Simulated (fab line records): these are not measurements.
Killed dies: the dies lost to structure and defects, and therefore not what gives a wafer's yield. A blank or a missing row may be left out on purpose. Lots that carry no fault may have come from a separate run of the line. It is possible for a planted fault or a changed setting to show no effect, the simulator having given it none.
8D (eight disciplines) problem report, filled in by code -- flow gf180mcu -- the parts of the form that need people (team, actions taken, sign-off) are left out

== 1. WHAT WENT WRONG ==
SALICIDE_TIN_THK at GF_SALICIDE_THK_MEAS_05 reads a mean of 16.8 nm on 1 wafer of 1 lot; wafers without a fault read 20.0 nm with a standard deviation of 0.33. That is -9.7 standard deviations from the usual mean.
The step: measures by xrf.
First seen on wafer L454.2, day 21 09:55, on film-metro-04. The record holds 39 wafers of 13 lots with a number at this step. Rule for "out", or "out of limits": more than 4 standard deviations from the usual mean. The other wafers with a number count as sound.

== 2. WHAT IT IS, WHAT IT ISN'T ==
question,is,is not
which readings at this step,SALICIDE_TIN_THK,-
which lots,L454,"L437, L438, L439, L440, L442, L445, L446, L447, L451, L456, L458, L459"
which wafers of those lots,L454.2,"L454.3, L454.6"
read on which gauges,film-metro-04,"film-metro-01, film-metro-03"
when,from day 21 09:55,"up to then (29 sound wafers); but 9 sound wafers of L456, L458, L459 came after"

== 3. WHAT RULES OUT EACH SUSPECT ==
Counting: any tool at a process step up to the reading remains a suspect provided it ran every lot that is out. Sound lots after the first of them don't rule it out here, since some wafers of a struck lot are sound.
- ruled out: the gauge at GF_SALICIDE_THK_MEAS_05. All the wafers that are out were read on film-metro-04, but those of them that GF_SALICIDE_SPUTTER_03 has rows for are out there too, on other tools.
- rie-diel-01 at GF_HV_LDD_ETCHBACK_58 (etches Si3N4 in CH3F/O2, stops on SiO2, time 100 s, target depth 90 nm): kept. The lot that is out, L454, ran on it at day 18 07:04; the last sound lot it ran before that was L451, at day 17 05:34.
- pvd-sputter-02 at GF_SALICIDE_SPUTTER_03 (material TiN, target thk 20 nm, time 16.7 s): kept. The lot that is out, L454, ran on it at day 21 09:46; the last sound lot it ran before that was L451, at day 20 06:46. On those wafers its own readings are out: cathode-dc-power-W.
- The sound lot-mates ran in chamber 1 of rie-diel-01 at GF_HV_LDD_ETCHBACK_58, but the wafers that are out ran in chamber 3.
Left after counting: rie-diel-01 at GF_HV_LDD_ETCHBACK_58, pvd-sputter-02 at GF_SALICIDE_SPUTTER_03.

== 4. THE CAUSE (what the simulator had put in) ==
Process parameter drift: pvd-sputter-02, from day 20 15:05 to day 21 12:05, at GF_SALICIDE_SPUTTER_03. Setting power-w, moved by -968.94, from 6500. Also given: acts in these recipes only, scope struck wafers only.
After counting, 2 suspects remain, this tool included.

== 5. THE CHAIN OF EFFECTS, in route order ==
One row per reading whose mean, taken over the struck wafers that have a number, lies over 3 standard deviations from the usual. Readings are gone through only where the record gives a usual standard deviation; hours: the median, over the lots, of the time from a lot's start at the first step in this table giving one to that lot's start at this step; sigmas: the change measured in usual standard deviations.
hours,step,reading,usual,on struck wafers,change,sigmas
0,GF_SALICIDE_SPUTTER_03,cathode-dc-power-W,6499.9 W,5530.1,-969.8,-99 or more
0,GF_SALICIDE_THK_MEAS_05,SALICIDE_TIN_THK,20.0 nm,16.8,-3.2,-9.7
Here are the process steps it includes:
- GF_SALICIDE_SPUTTER_03: material TiN, target thk 20 nm, time 16.7 s.

== 6. HOW IT WOULD HAVE BEEN CAUGHT EARLIER ==
The first out-of-limits reading at a measuring or inspecting step in this record came at day 21 09:55, 19 hours after the fault's start at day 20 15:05.
Tool's own readings at GF_SALICIDE_SPUTTER_03, cathode-dc-power-W: out on all struck wafers the step has rows for; an alarm limit on them would have tripped on the first.
Each of the lots that are out, 1 in all, had begun GF_SALICIDE_SPUTTER_03 on pvd-sputter-02 no later than day 21 09:55. Holding the tool at that point would not have protected any of them.
